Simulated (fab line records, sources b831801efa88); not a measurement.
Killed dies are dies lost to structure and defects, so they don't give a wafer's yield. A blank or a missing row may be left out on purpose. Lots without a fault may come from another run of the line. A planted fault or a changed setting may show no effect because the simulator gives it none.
Tool commonality check | flow sky130 | 12 lots, 36 wafers sampled

WHY IT WAS OPENED
At SKY_VIA4_THK_MEAS_01 the reading VIA4_HDPCVD_THK is flagged on 3 of 12 lots. Wafers without a fault read 1743 nm, standard deviation 21.
Rule: a lot is flagged when every wafer of it that has a number lies more than 4 standard deviations from that mean, or none has a number. The other lots count as sound.

lot  | measured     | on            | VIA4_HDPCVD_THK (nm), wafer by wafer | flag
L769 | day 41 17:49 | film_metro-03 | 1712 1745 1726                       |
L771 | day 42 08:32 | film_metro-03 | 1746 1759 1751                       |
L772 | day 42 15:24 | film_metro-02 | 1714 1714 1725                       |
L773 | day 42 22:53 | film_metro-02 | 1769 1744 1776                       |
L774 | day 43 12:17 | film_metro-03 | 2134 2120 2120                       | FLAGGED
L775 | day 43 21:37 | film_metro-02 | 2196 2179 2200                       | FLAGGED
L777 | day 44 02:49 | film_metro-03 | 2158 2186 2154                       | FLAGGED
L785 | day 46 22:00 | film_metro-03 | 1709 1734 1765                       |
L787 | day 46 23:10 | film_metro-02 | 1720 1748 1752                       |
L789 | day 47 01:55 | film_metro-04 | 1746 1727 1747                       |
L790 | day 47 08:38 | film_metro-03 | 1738 1718 1765                       |
L791 | day 47 10:47 | film_metro-02 | 1777 1759 1752                       |
The numbers of the flagged lots are 2161 nm on average: +418 nm against the usual, or +20 standard deviations.

WHICH TOOL RAN EACH LOT
The record holds 1 process step before the reading, out of a route of 708 steps. In each cell: the tool, then ch and the chambers that the sampled wafers went through, then the start.
lot  | flag    | SKY_VIA4_HDPCVD_00
L769 |         | hdpcvd-01 ch 1, day 41 17:17
L771 |         | hdpcvd-01 ch 0,2, day 42 08:20
L772 |         | hdpcvd-02 ch 0,2, day 42 15:13
L773 |         | hdpcvd-02 ch 0,1,2, day 42 22:42
L774 | FLAGGED | hdpcvd-02 ch 0,1,2, day 43 12:05
L775 | FLAGGED | hdpcvd-02 ch 0,1, day 43 21:26
L777 | FLAGGED | hdpcvd-02 ch 0,1, day 44 02:38
L785 |         | hdpcvd-02 ch 0,1,2, day 46 21:49
L787 |         | hdpcvd-01 ch 0,1,2, day 46 23:02
L789 |         | hdpcvd-02 ch 0,2, day 47 01:45
L790 |         | hdpcvd-02 ch 0,2, day 47 08:26
L791 |         | hdpcvd-01 ch 0,1,2, day 47 10:40
What these steps do:
- SKY_VIA4_HDPCVD_00: deposits SiO2, target thk 1750 nm, time 291.7 s.
- SKY_VIA4_THK_MEAS_01

FLAGGED OVER TOTAL, TOOL BY TOOL (the gauges that took the reading come last)
step                 | tool          | lots run | flagged | share of the flagged lots | sound lots run after its first flagged lot
SKY_VIA4_HDPCVD_00   | hdpcvd-01     | 4        | 0       | none                      | -
SKY_VIA4_HDPCVD_00   | hdpcvd-02     | 8        | 3       | all                       | 3 (L785,L789,L790)
SKY_VIA4_THK_MEAS_01 | film_metro-02 | 5        | 1       | some                      | 2 (L787,L791)
SKY_VIA4_THK_MEAS_01 | film_metro-03 | 6        | 2       | some                      | 2 (L785,L790)
SKY_VIA4_THK_MEAS_01 | film_metro-04 | 1        | 0       | none                      | -

WHAT THE TABLE ALLOWS
1 row of the table ran every flagged lot: hdpcvd-02 at SKY_VIA4_HDPCVD_00.
- hdpcvd-02 at SKY_VIA4_HDPCVD_00: 3 of its 8 lots flagged. Sound lots ran on it after the first flagged one (L785, L789, L790), which a lasting fault on the whole tool wouldn't allow. Its own readings lie more than 4 standard deviations out on every wafer of the flagged lots: run_length_s.
No row of the table ran every flagged lot and no sound lot after the first.

WHAT THE SIMULATOR HAD PUT IN
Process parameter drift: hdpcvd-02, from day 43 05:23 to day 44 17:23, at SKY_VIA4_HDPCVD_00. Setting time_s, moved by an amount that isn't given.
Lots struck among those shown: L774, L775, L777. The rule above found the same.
